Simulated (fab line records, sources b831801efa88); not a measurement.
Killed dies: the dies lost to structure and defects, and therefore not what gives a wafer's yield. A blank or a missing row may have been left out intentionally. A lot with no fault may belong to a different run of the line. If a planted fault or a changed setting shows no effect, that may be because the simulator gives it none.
2 desks, one fault || flow sfq line || every desk sees just its own numbers, and what lay behind them comes last

FROM THE METROLOGY DESK
What the gauges read for every lot (on any tool): the sampled wafers with a number, averaged. The brackets show how far a lot's mean lies from the usual mean; more than 4 standard deviations puts the lot out of limits, marked OUT.
Columns: A = M7_NB_RS at SFQ_M7_RS_MEAS_943, usual 0.894 ohm/sq; B = M7_OVL at SFQ_M7_OVL_MEAS_945, usual -1 nm
{"lot": "L342", "first seen here": "day 67 22:19", "A": 0.899, "B": 1}
{"lot": "L353", "first seen here": "day 77 22:11", "A": 0.898, "B": -13}
{"lot": "L356", "first seen here": "day 78 22:12", "A": 0.887, "B": -6}
{"lot": "L357", "first seen here": "day 79 00:35", "A": 0.891, "B": -3}
{"lot": "L364", "first seen here": "day 80 03:21", "A": 0.912, "B": 5}
{"lot": "L365", "first seen here": "day 80 04:33", "A": 0.901, "B": 9}
This desk found nothing out of limits on any of the 6 lots.

DESK OF THE TOOL OWNER: litho track-04
The tool's own readings at SFQ_TRILAYER_M7_LITHO_PEB_180 (peb time 60 s): means of the sampled wafers that have a number, for each lot that ran on this tool. The brackets show how far a lot's mean lies from the usual mean; more than 4 standard deviations puts the lot out of limits, marked OUT.
Columns: A = chill plate temp C at SFQ_TRILAYER_M7_LITHO_PEB_180, usual 23.01 C
{"lot": "L342", "first seen here": "day 68 00:40", "A": 22.98}
{"lot": "L353", "first seen here": "day 78 03:46", "A": 23.12}
{"lot": "L356", "first seen here": "day 79 00:20", "A": 23.02}
{"lot": "L357", "first seen here": "day 79 03:55", "A": 22.96}
This desk found nothing out of limits on any of the 4 lots.

TAKEN TOGETHER
The metrology desk saw nothing out of limits.
The desk of the tool owner found nothing out of limits.

WHAT WAS PUT IN BY THE SIMULATOR
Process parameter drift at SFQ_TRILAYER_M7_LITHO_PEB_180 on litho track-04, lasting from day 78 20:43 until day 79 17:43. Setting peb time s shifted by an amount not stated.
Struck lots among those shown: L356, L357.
